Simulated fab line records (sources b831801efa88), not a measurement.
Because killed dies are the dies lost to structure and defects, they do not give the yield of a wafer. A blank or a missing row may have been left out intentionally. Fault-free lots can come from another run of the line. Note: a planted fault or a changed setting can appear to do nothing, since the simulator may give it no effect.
The same fault as seen by 2 desks | flow gf180mcu | numbers are kept per desk, each desk with only its own; the story behind them comes last

FOR THE TOOL OWNER'S DESK: krfScanner-01
The tool's own readings at GF_M5_EXPOSE_04 (exposes mask Metal5, target cd 280 nm): means of the sampled wafers that have a number, for each lot that ran on this tool. If a lot's mean is further than 4 standard deviations from the usual mean, the lot is out of limits and carries the mark OUT (the distance appears in the brackets).
Columns: A = exposureDoseMJCm2 at GF_M5_EXPOSE_04, usual 28.000; B = focusOffsetNm at GF_M5_EXPOSE_04, usual 0.0 nm
lot  | first seen here | A      | B
L377 | day 26 15:36    | 27.997 | -0.4
L379 | day 27 06:20    | 28.009 | 0.0
L382 | day 28 08:09    | 28.039 | 0.5
L386 | day 29 13:49    | 28.000 | -0.2
L387 | day 29 17:28    | 28.000 | 0.5
L388 | day 29 21:24    | 27.984 | 0.5
Result from this desk: across the 6 lots, nothing is out of limits.

AT THE METROLOGY DESK
Means of the sampled wafers that have a number, per lot and without regard to the tool the lot ran on: this is what the gauges read. If a lot's mean is further than 4 standard deviations from the usual mean, the lot is out of limits and carries the mark OUT (the distance appears in the brackets).
Columns: A = V5_CVD_02_THK at GF_V5_THK_MEAS_03, usual 1452 nm
lot  | first seen here | A
L375 | day 26 07:16    | 1449
L376 | day 26 14:50    | 1441
L377 | day 27 02:49    | 1470
L379 | day 27 17:12    | 1443
L382 | day 28 18:36    | 1449
L383 | day 28 18:58    | 1453
L386 | day 30 00:08    | 1488
L387 | day 30 03:58    | 1424
L388 | day 30 07:29    | 1457
L389 | day 30 16:43    | 1447
L390 | day 30 21:16    | 1493
L391 | day 31 01:02    | 1442
Result from this desk: across the 12 lots, nothing is out of limits.

ALL TOGETHER
The tool owner's desk saw nothing out of limits.
Metrology desk: nothing out of limits seen.

WHAT THE SIMULATOR HAD INSERTED
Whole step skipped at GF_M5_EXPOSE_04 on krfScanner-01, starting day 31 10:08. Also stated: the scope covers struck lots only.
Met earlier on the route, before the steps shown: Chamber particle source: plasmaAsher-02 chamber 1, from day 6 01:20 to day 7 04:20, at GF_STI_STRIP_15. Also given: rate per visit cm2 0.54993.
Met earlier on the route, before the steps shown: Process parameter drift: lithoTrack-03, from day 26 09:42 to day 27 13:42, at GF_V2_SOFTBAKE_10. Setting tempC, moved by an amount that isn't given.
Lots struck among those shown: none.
